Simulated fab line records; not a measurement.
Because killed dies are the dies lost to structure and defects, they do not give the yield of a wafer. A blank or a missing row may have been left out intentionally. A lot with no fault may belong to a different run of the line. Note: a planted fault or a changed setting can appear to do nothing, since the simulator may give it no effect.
A struck lot beside a sound one -- flow sky130 -- 15 out of 708 route steps
Sound: wafers L949.2, L949.3, L949.4. Struck: wafer L959.4 (L959.2, L959.6, from the same lot, were not struck and are left out); the cause is given at the end.
At each step with rows: each side's tool, then ch and its chambers, then its first start. Under that, the readings that differ: sound wafers -- struck wafers -- difference of the means -- sigmas: that difference in standard deviations of wafers without a fault.
alike: words and numbers the same on both sides, and readings whose means are apart by under 2 such deviations; not compared: readings that were withheld, readings missing a value for some wafer, numbers with overlapping values and no deviation given by the record, and bounds like >300 which may hide the same value.
Wherever a step has rows on one side only, a row that says differs or no value, or a row with sigmas, the two part there. Non-overlapping numbers with no deviation appear without sigmas and do not part them. A reading missing from all wafers of one side parts the sides only when that side holds two or more wafers.

SKY_VIA2_STRIP_16: strips in O2/N2.
  sound on plasma_asher-02 ch 0,1, day 37 04:49; struck on plasma_asher-01 ch 1, day 40 14:35
  alike: drypump_motor_current_A, o2_flow_sccm, oes_product_au, strip_time_to_endpoint_s
  not compared: rf_hours_counter_h
then, 5 steps without rows for these wafers: SKY_VIA2_STRIP_17 (strips in post etch residue remover, time 1200 s); SKY_VIA2_CLEAN_18 (cleans in IPA, time 180 s); SKY_VIA2_CLEAN_19 (cleans in O3/DIW); SKY_VIA2_SPUTTER_20 (material TiN, target thk 20 nm, time 80 s); SKY_VIA2_CVD_21 (deposits W, target thk 420 nm, time 126.4 s).
SKY_VIA2_RS_MEAS_22: measures by four-point-probe.
  sound: film_metro-01 at day 37 05:37; struck: film_metro-01 at day 40 15:26
  alike: VIA2_W_RS
SKY_VIA2_THK_MEAS_23: measures by xrf.
  sound: film_metro-01 at day 37 05:44; struck: film_metro-01 at day 40 15:32
  alike: VIA2_W_THK
SKY_VIA2_CMP_24: polishes, stops on SiO2, t overpolish 20 s, target thk 0 nm.
  sound on cmp-02 ch 1,2,3, day 37 05:47; struck on cmp-01 ch 1, day 40 15:38
  alike: motor_current_A, overpolish_run_s, time_to_endpoint_s
SKY_METAL3_SPUTTER_00: material Ti, target thk 15 nm, time 10 s.
  sound: pvd_sputter-01 at day 37 06:05; struck: pvd_sputter-01 at day 40 15:53
  alike: throttle_valve_pct
SKY_METAL3_SPUTTER_01: material TiN, target thk 20 nm, time 16.7 s.
  sound: pvd_sputter-01 at day 37 06:06; struck: pvd_sputter-01 at day 40 15:55
  alike: throttle_valve_pct
SKY_METAL3_SPUTTER_02: material AlCu, target thk 735 nm, time 39.1 s.
  sound: pvd_sputter-01 at day 37 06:08; struck: pvd_sputter-01 at day 40 15:56
reading,sound,struck,difference,sigmas
throttle_valve_pct (%),31.4 32.6 30.0,28.6,-2.7,-2
SKY_METAL3_SPUTTER_03: material Ti, target thk 5 nm, time 3.3 s.
  sound: pvd_sputter-01 at day 37 06:10; struck: pvd_sputter-01 at day 40 15:58
reading,sound,struck,difference,sigmas
model.Ti_of_METAL3_SPUTTER_03.thk_nm (nm),5.039 5.175 4.993,3.033,-2.036,
  alike: throttle_valve_pct
then, 1 step without rows for these wafers: SKY_METAL3_SPUTTER_04 (material TiN, target thk 70 nm, time 59.98 s).
-- the record jumps here: 8 days lie between the struck wafers' starts before and after (it left off in module METAL3 and takes up again in module PAD_OPEN, whose first step shown is number 708 of the route) --
SKY_PAD_OPEN_PROBE_99:
  sound: prober-01 at day 46 11:07; struck: prober-01 at day 49 02:29
  alike: defect_limited_yield, killed_at_M0_to_M3, killed_at_M4_up, killed_at_contacts, killed_at_front_end, killed_at_other, killed_dies, killed_open, killed_short, sort_bin_3_pad_short, sort_bin_5_function, sort_bin_6_memory, sort_n_pass, sort_yield_pct

== WHERE THEY PART ==
At SKY_METAL3_SPUTTER_02 and nowhere else, as far as this record goes. Later steps at which nothing parts them and some readings are alike: SKY_METAL3_SPUTTER_03, SKY_PAD_OPEN_PROBE_99.

WHY: the cause the simulator had injected
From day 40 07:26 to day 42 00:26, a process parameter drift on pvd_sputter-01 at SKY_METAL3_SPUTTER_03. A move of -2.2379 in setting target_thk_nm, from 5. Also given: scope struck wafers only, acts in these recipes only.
